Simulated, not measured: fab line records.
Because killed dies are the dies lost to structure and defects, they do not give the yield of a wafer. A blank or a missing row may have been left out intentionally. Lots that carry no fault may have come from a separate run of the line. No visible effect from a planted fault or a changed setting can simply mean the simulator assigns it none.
Which of the tools did it? ; flow gf180mcu ; 36 wafers from 12 lots sampled at 5 of the route's 602 steps

## WHAT EACH GAUGE READ, for each wafer
GF_M1_THK_MEAS_06: measures by xrf. Usual: M1_ALCU_THK typically reads 448 nm, with standard deviation 4.3.
lot;measured;on;M1_ALCU_THK (nm);flag
L221;day 16 15:14;film_metro-01;445 446 450;
L222;day 16 21:40;film_metro-01;464 448 448;
L228;day 20 03:40;film_metro-03;448 448 444;
L231;day 20 23:43;film_metro-01;453 446 447;
L234;day 21 14:44;film_metro-01;455 452 454;
L233;day 21 21:28;film_metro-03;445 446 448;
L235;day 22 02:46;film_metro-03;441 445 442;
L237;day 22 15:59;film_metro-04;451 458 454;
L236;day 22 17:41;film_metro-01;454 452 447;
L238;day 23 10:37;film_metro-01;456 454 458;
L239;day 23 13:19;film_metro-04;449 448 446;
L240;day 23 15:44;film_metro-04;450 449 450;

GF_M1_OVL_MEAS_15. Usual: M1_OVL typically reads -7 nm, with standard deviation 5.6.
lot;measured;on;M1_OVL (nm);flag
L221;day 17 14:54;overlay-01;-8 -10 -1;
L222;day 17 20:33;overlay-01;-4 -10 -6;
L228;day 21 03:29;overlay-01;-6 -11 -6;
L231;day 21 23:40;overlay-02;-18 -21 -9;
L234;day 22 13:51;overlay-01;-11 -10 -3;
L233;day 22 20:44;overlay-02;-3 -9 -5;
L235;day 23 01:13;overlay-02;7 12 7;
L237;day 23 15:09;overlay-02;-5 -7 -8;
L236;day 23 16:39;overlay-02;-9 -8 -3;
L238;day 24 09:13;overlay-01;-9 -6 -6;
L239;day 24 11:16;overlay-01;-3 -11 0;
L240;day 24 13:18;overlay-01;1 -9 -2;

## WHICH TOOL RAN EACH LOT (tool, then ch and the chambers of the sampled wafers, then the start)
lot;GF_CONTACT_PEB_12;GF_CONTACT_SPUTTER_22;GF_M1_SPUTTER_04
L221;litho_track-01 ch 0, day 16 14:11 or earlier;pvd_sputter-02, day 16 14:11;pvd_sputter-01, day 16 15:03
L222;litho_track-04 ch 0, day 16 20:37 or earlier;pvd_sputter-04, day 16 20:37;pvd_sputter-01, day 16 21:29
L228;litho_track-01 ch 0, day 20 02:38 or earlier;pvd_sputter-04, day 20 02:38;pvd_sputter-01, day 20 03:30
L231;litho_track-01 ch 0, day 20 22:42 or earlier;pvd_sputter-04, day 20 22:42;pvd_sputter-02, day 20 23:34
L234;litho_track-02 ch 0, day 21 13:41 or earlier;pvd_sputter-02, day 21 13:41;pvd_sputter-02, day 21 14:33
L233;litho_track-01 ch 0, day 21 20:24 or earlier;pvd_sputter-02, day 21 20:24;pvd_sputter-04, day 21 21:17
L235;litho_track-01 ch 0, day 22 01:43 or earlier;pvd_sputter-03, day 22 01:43;pvd_sputter-01, day 22 02:34
L237;litho_track-01 ch 0, day 22 14:56 or earlier;pvd_sputter-02, day 22 14:56;pvd_sputter-01, day 22 15:48
L236;litho_track-01 ch 0, day 22 16:39 or earlier;pvd_sputter-03, day 22 16:39;pvd_sputter-04, day 22 17:31
L238;litho_track-04 ch 0, day 23 09:35 or earlier;pvd_sputter-02, day 23 09:35;pvd_sputter-04, day 23 10:28
L239;litho_track-04 ch 0, day 23 12:17 or earlier;pvd_sputter-02, day 23 12:17;pvd_sputter-04, day 23 13:08
L240;litho_track-04 ch 0, day 23 14:41 or earlier;pvd_sputter-04, day 23 14:41;pvd_sputter-01, day 23 15:33
- GF_CONTACT_PEB_12: peb time 92.36 s.
- GF_CONTACT_SPUTTER_22: material Ti, target thk 15 nm, time 80.02 s.
- GF_M1_SPUTTER_04: material TiN, target thk 50 nm, time 41.7 s.

## WHAT THE TOOLS THEMSELVES READ (means of the sampled wafers that have a number; where no wafer has one, the mark that the record gives instead)
GF_CONTACT_PEB_12. Usual: chill_plate_temp_C 23.00 C, standard deviation 0.11; plate_sensor_t_centre_C 136.13 C, standard deviation 0.011; plate_sensor_t_edge_C 136.29 C, standard deviation 0.01.
lot;tool;chill_plate_temp_C (C);plate_sensor_t_centre_C (C);plate_sensor_t_edge_C (C);flag
L221;litho_track-01;23.11;136.12;136.29;
L222;litho_track-04;23.14;136.13;136.30;
L228;litho_track-01;22.87;136.13;136.29;
L231;litho_track-01;22.99;136.14;136.30;
L234;litho_track-02;23.00;136.12;136.29;
L233;litho_track-01;23.08;136.13;136.29;
L235;litho_track-01;23.15;136.12;136.30;
L237;litho_track-01;23.10;136.13;136.30;
L236;litho_track-01;23.20;136.13;136.30;
L238;litho_track-04;23.08;136.13;136.29;
L239;litho_track-04;22.96;136.13;136.28;
L240;litho_track-04;22.96;136.12;136.30;

GF_CONTACT_SPUTTER_22. Usual: cathode_dc_power_W 2500.0 W, standard deviation 0.43; substrate_temp_c 200.00 C, standard deviation 0.17; throttle_valve_pct 29.8 %, standard deviation 1.1.
lot;tool;cathode_dc_power_W (W);substrate_temp_c (C);throttle_valve_pct (%);flag
L221;pvd_sputter-02;2500.2;199.93;29.1;
L222;pvd_sputter-04;2500.5;199.97;29.9;
L228;pvd_sputter-04;2500.2;200.09;30.4;
L231;pvd_sputter-04;2500.1;200.07;30.7;
L234;pvd_sputter-02;2500.0;200.28;30.1;
L233;pvd_sputter-02;2499.8;199.88;28.8;
L235;pvd_sputter-03;2500.0;200.13;29.4;
L237;pvd_sputter-02;2500.0;200.04;29.6;
L236;pvd_sputter-03;2500.2;199.83;29.5;
L238;pvd_sputter-02;2499.9;199.85;29.1;
L239;pvd_sputter-02;2499.7;200.03;28.9;
L240;pvd_sputter-04;2499.8;200.23;30.3;

GF_M1_SPUTTER_04. Usual: cathode_dc_power_W 6500.0 W, standard deviation 1.2; throttle_valve_pct 29.6 %, standard deviation 1.2.
lot;tool;cathode_dc_power_W (W);throttle_valve_pct (%);flag
L221;pvd_sputter-01;6501.3;29.7;
L222;pvd_sputter-01;5976.5;29.4;OFF
L228;pvd_sputter-01;6500.0;28.5;
L231;pvd_sputter-02;6500.1;28.9;
L234;pvd_sputter-02;6499.7;29.6;
L233;pvd_sputter-04;6500.7;30.2;
L235;pvd_sputter-01;6500.3;27.9;
L237;pvd_sputter-01;6500.1;28.9;
L236;pvd_sputter-04;6500.0;30.4;
L238;pvd_sputter-04;6499.9;29.9;
L239;pvd_sputter-04;6499.3;31.0;
L240;pvd_sputter-01;6499.2;29.5;

## THE ANSWER, worked out from the rows above alone
Rule: a lot counts as off when the mean over its wafers that have a number is more than 3 standard deviations away from the usual mean. Also off: a lot with no number at a reading for which 4 or more lots have one. The other lots that the step has rows for count as sound. First the gauges in route order, then the tools' own readings, where a lot's mean is used as printed above. At the first step where some lot is off, the reading lying furthest off is the one used; lots without a number count as furthest.
Off: L222 (GF_M1_SPUTTER_04, cathode_dc_power_W).
If a tool, at that step or one of the process steps before it, ran each lot that is off and ran no sound lot following the first of them, it fits. Because GF_CONTACT_PEB_12 lacks a start for some lots, the hours and order of its lots are taken from GF_CONTACT_SPUTTER_22. None of those tried fits.

## WHAT WAS PUT IN BY THE SIMULATOR
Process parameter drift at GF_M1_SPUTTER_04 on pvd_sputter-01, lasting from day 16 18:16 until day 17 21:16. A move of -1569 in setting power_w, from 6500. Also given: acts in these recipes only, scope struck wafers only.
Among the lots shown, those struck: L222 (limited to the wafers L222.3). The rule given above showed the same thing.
